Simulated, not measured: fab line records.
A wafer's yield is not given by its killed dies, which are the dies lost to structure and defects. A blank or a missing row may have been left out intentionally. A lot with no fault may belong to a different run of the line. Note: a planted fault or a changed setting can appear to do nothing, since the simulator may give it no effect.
The tool behind it: which one?    flow gf180mcu    33 wafers from 11 lots sampled at 4 of the route's 602 steps

WHAT THE GAUGES SHOWED, per wafer
GF_HV_LDD_THK_MEAS_57.
lot   measured      on             HV_LDD_CVD_56_THK (nm)
L993  day 12 17:22  film_metro-02  89.6 88.8 88.6
L994  day 13 02:46  film_metro-01  89.6 89.8 89.6
L996  day 13 19:07  film_metro-02  89.2 89.7 89.6
L997  day 14 06:16  film_metro-02  89.1 89.8 90.0
L100  day 14 21:10  film_metro-04  45.6 46.0 45.8
L109  day 17 22:49  film_metro-04  89.2 89.5 90.1
L110  day 18 10:14  film_metro-01  92.2 91.8 91.5
L112  day 18 18:06  film_metro-04  90.5 90.0 90.7
L113  day 19 09:22  film_metro-01  89.1 88.7 89.5
L114  day 19 10:31  film_metro-02  89.7 89.2 90.0
L116  day 20 04:42  film_metro-01  90.0 90.1 89.4

EACH LOT AND THE TOOL THAT RAN IT (in order: tool; ch and the chambers of the sampled wafers; start)
lot   GF_POLY_GATE_STRIP_14                 GF_HV_LDD_STRIP_49                    GF_HV_LDD_CVD_56
L993  plasma_asher-01 ch 0,1, day 9 08:14   plasma_asher-01 ch 0,1, day 12 14:28  lpcvd-02 ch 0, day 12 15:56
L994  plasma_asher-04 ch 0,1, day 9 12:38   plasma_asher-03 ch 0,1, day 12 22:14  lpcvd-01 ch 1, day 13 01:20
L996  plasma_asher-04 ch 0,1, day 10 05:20  plasma_asher-01 ch 0,1, day 13 16:12  lpcvd-01 ch 0, day 13 17:41
L997  plasma_asher-04 ch 0,1, day 10 12:44  plasma_asher-02 ch 1, day 14 03:20    lpcvd-01 ch 1, day 14 04:49
L100  plasma_asher-01 ch 0,1, day 11 08:05  plasma_asher-01 ch 0,1, day 14 18:15  lpcvd-02 ch 0, day 14 19:44
L109  plasma_asher-03 ch 0,1, day 13 23:37  plasma_asher-01 ch 0,1, day 17 19:54  lpcvd-02 ch 0, day 17 21:23
L110  plasma_asher-04 ch 0,1, day 14 09:23  plasma_asher-01 ch 0,1, day 18 07:20  lpcvd-01 ch 0, day 18 08:47
L112  plasma_asher-04 ch 1, day 14 18:20    plasma_asher-03 ch 0,1, day 18 15:10  lpcvd-02 ch 1, day 18 16:40
L113  plasma_asher-01 ch 0,1, day 15 05:05  plasma_asher-03 ch 0,1, day 19 06:27  lpcvd-01 ch 1, day 19 07:56
L114  plasma_asher-03 ch 0,1, day 15 07:17  plasma_asher-02 ch 0,1, day 19 07:36  lpcvd-02 ch 1, day 19 09:05
L116  plasma_asher-03 ch 0,1, day 15 22:50  plasma_asher-02 ch 0,1, day 20 01:05  lpcvd-01 ch 1, day 20 02:34
- GF_POLY_GATE_STRIP_14: strips in O2/N2.
- GF_HV_LDD_STRIP_49: strips in O2/N2.
- GF_HV_LDD_CVD_56: deposits Si3N4 from DCS/NH3, target thk 90 nm, time 1543 s.

AS READ BY THE TOOLS THEMSELVES (means over the sampled wafers that have a number; for cases with no such wafer, the mark the record gives instead)
GF_POLY_GATE_STRIP_14.
lot   tool             drypump_motor_current_A (A)  heater_power_w (W)  oes_product_au (a.u.)
L993  plasma_asher-01  6.1                          387                 0.507
L994  plasma_asher-04  5.7                          327                 0.503
L996  plasma_asher-04  5.7                          325                 0.503
L997  plasma_asher-04  5.7                          324                 0.505
L100  plasma_asher-01  6.3                          363                 0.500
L109  plasma_asher-03  5.8                          343                 0.502
L110  plasma_asher-04  5.7                          327                 0.506
L112  plasma_asher-04  4.8                          315                 0.503
L113  plasma_asher-01  6.4                          364                 0.507
L114  plasma_asher-03  5.8                          337                 0.505
L116  plasma_asher-03  5.8                          336                 0.509

GF_HV_LDD_STRIP_49.
lot   tool             drypump_motor_current_A (A)  heater_power_w (W)  oes_product_au (a.u.)  strip_time_to_endpoint_s (s)
L993  plasma_asher-01  6.1                          389                 0.714                  12.669
L994  plasma_asher-03  5.6                          325                 0.715                  12.665
L996  plasma_asher-01  6.1                          389                 0.717                  12.627
L997  plasma_asher-02  5.9                          304                 0.723                  12.646
L100  plasma_asher-01  6.3                          368                 0.710                  12.611
L109  plasma_asher-01  6.1                          388                 0.712                  12.614
L110  plasma_asher-01  6.4                          358                 0.714                  12.628
L112  plasma_asher-03  5.8                          342                 0.715                  12.666
L113  plasma_asher-03  5.8                          338                 0.711                  12.600
L114  plasma_asher-02  5.7                          313                 0.715                  12.631
L116  plasma_asher-02  5.7                          311                 0.721                  12.604

GF_HV_LDD_CVD_56.
lot   tool      zone_power_bottom_pct (%)  zone_power_centre_pct (%)
L993  lpcvd-02  19.9                       11.3
L994  lpcvd-01  20.1                       13.9
L996  lpcvd-01  22.6                       14.5
L997  lpcvd-01  19.9                       13.7
L100  lpcvd-02  20.3                       11.4
L109  lpcvd-02  20.1                       11.3
L110  lpcvd-01  22.8                       14.5
L112  lpcvd-02  18.1                       12.1
L113  lpcvd-01  20.0                       13.8
L114  lpcvd-02  18.1                       12.1
L116  lpcvd-01  20.0                       13.9

THE ANSWER, worked out from the rows above alone
Rule: the usual values come from the lots themselves. The widest of any qualifying gaps counts: lots, ordered by their means at a reading, are off when they make up no more than a third of the lots, leave a main group of 4 or more, and stand apart from it by 3 or more times the standard deviation of that group's means. Not used: any main group whose means are identical at the precision the tables above print for the reading. A lot without any number at a reading at which 4 lots or more have one is off too. The other lots that the step has rows for count as sound. First the gauges in route order, then the tools' own readings, where a lot's mean is used as printed above. At the first step where some lot is off, the reading lying furthest off is the one used; lots without a number count as furthest.
Off: at GF_HV_LDD_THK_MEAS_57 (HV_LDD_CVD_56_THK), L100. Mean 89.8 nm and standard deviation 0.76 in the main group.
If a tool, at a process step before that reading, ran all the lots that are off and no sound lot after the first of them, it fits. The gauges at GF_HV_LDD_THK_MEAS_57 are tried like those tools. No candidate that was tried fits.

WHAT THE SIMULATOR HAD PUT IN
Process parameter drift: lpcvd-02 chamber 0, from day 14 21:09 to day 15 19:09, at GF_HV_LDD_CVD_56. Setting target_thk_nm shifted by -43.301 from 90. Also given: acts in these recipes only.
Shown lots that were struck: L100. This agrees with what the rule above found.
